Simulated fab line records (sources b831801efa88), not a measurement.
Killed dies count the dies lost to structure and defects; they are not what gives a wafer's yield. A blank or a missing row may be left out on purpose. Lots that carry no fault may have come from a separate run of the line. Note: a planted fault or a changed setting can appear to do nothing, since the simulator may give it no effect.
Matching of chambers	flow sfqLine	cmp-01 running SFQ_TRILAYER_A5B_CMP_CMP_130: 4 sister chambers
The step polishes, stops on Nb, target thk 340.7 nm. 4 wafers are shown with their chamber, then 9 later ones without.

== WAFERS WITH THEIR CHAMBER ==
wafer	chamber	motorCurrentA (A)
L909.5	3	11.2
L910.2	2	10.9
L910.4	1	9.9
L910.6	0	11.1

== WAFERS WHOSE CHAMBER IS MISSING ==
wafer	motorCurrentA (A)
L913.3	9.6
L913.5	11.6
L913.6	11.3
L915.1	11.1
L915.2	9.6
L915.5	9.8
L916.2	11.2
L916.3	11.6
L916.5	10.7

== THE CHAMBER EACH PASSED THROUGH ==
wafer	from the rows above	in truth
L913.3	1	1
L913.5	can't be placed: 3 or 0 or 2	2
L913.6	can't be placed: 3 or 0 or 2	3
L915.1	can't be placed: 0 or 3 or 2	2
L915.2	1	1
L915.5	1	1
L916.2	can't be placed: 3 or 0 or 2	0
L916.3	can't be placed: 3 or 0 or 2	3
L916.5	can't be placed: 2 or 0 or 3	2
3 of 9 placed correctly. Cannot be placed on the basis of these rows: 6; the candidates contain the true chamber in 6. Number placed wrongly: 0.
How it was worked out, from the rows above alone: a wafer's distance from a chamber is the root of the sum, over the readings, of the square of ((its reading less the chamber's mean) divided by the reading's scatter). If the next closest chamber is less than 2 further off than the closest, the wafer can't be placed; otherwise it belongs to the closest. For every chamber, the mean is computed from those of its wafers that are shown. The scatter: root of mean squared gap, hidden wafer to nearest shown wafer, with one shown wafer a chamber.
